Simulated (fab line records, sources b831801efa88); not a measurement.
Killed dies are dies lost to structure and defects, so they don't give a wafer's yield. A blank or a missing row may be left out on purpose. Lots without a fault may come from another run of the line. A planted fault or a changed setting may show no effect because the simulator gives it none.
One fault seen from 2 desks | flow sky130 | each desk has only its own numbers; what lay behind them comes last

THE METROLOGY DESK
What the gauges read, lot by lot, whatever tool the lot ran on: means of the sampled wafers that have a number. A lot is out of limits, marked OUT, if its mean lies more than 4 standard deviations from the usual mean; the brackets give that distance.
Columns: A = GATE_OXIDE_OXIDATION_00_THK at SKY_GATE_OXIDE_THK_MEAS_02, usual 10.31 nm; B = GATE_OXIDE_OVL at SKY_GATE_OXIDE_OVL_MEAS_10, usual -0.2 nm
lot  | first seen here | A     | B
L797 | day 13 22:25    | 10.33 | -0.5
L798 | day 14 06:03    | 10.13 | -2.6
L799 | day 14 06:03    | 10.29 | -1.2
L809 | day 17 20:19    | 10.32 | 0.9
L810 | day 18 06:24    | 10.35 | -1.0
L813 | day 19 17:02    | 10.51 | 1.5
This desk's finding: nothing out of limits on any of the 6 lots.

THE TOOL OWNER'S DESK: implanter-04
The tool's own readings at SKY_GATE_OXIDE_IMPLANT_11: means of the sampled wafers that have a number, for each lot that ran on this tool. A lot is out of limits, marked OUT, if its mean lies more than 4 standard deviations from the usual mean; the brackets give that distance.
Columns: A = beam_energy_keV at SKY_GATE_OXIDE_IMPLANT_11, usual 10.000
lot  | first seen here | A
L797 | day 15 00:13    | 10.000
L798 | day 15 08:27    | 10.789 (+99 or more) OUT
L799 | day 15 08:54    | 10.791 (+99 or more) OUT
L810 | day 19 12:59    | 9.998
This desk's finding: out of limits on L798, L799; first on L798, day 15 08:27 (beam_energy_keV at SKY_GATE_OXIDE_IMPLANT_11). In limits: L797, L810.

PUT TOGETHER
The tool owner's desk could have raised an alarm at day 15 08:27, on L798, L799.
The metrology desk saw nothing out of limits.
The metrology desk has L798, L799 on record, within its limits.
Of the lots named, all ran SKY_GATE_OXIDE_IMPLANT_11 on implanter-04.

WHAT THE SIMULATOR HAD PUT IN
Process parameter drift: implanter-04, from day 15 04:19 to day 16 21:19, at SKY_GATE_OXIDE_IMPLANT_11. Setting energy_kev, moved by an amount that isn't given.
Lots struck among those shown: L798, L799.
Hours from the fault's start to each desk's first reading out of limits: the tool owner's desk, 4.
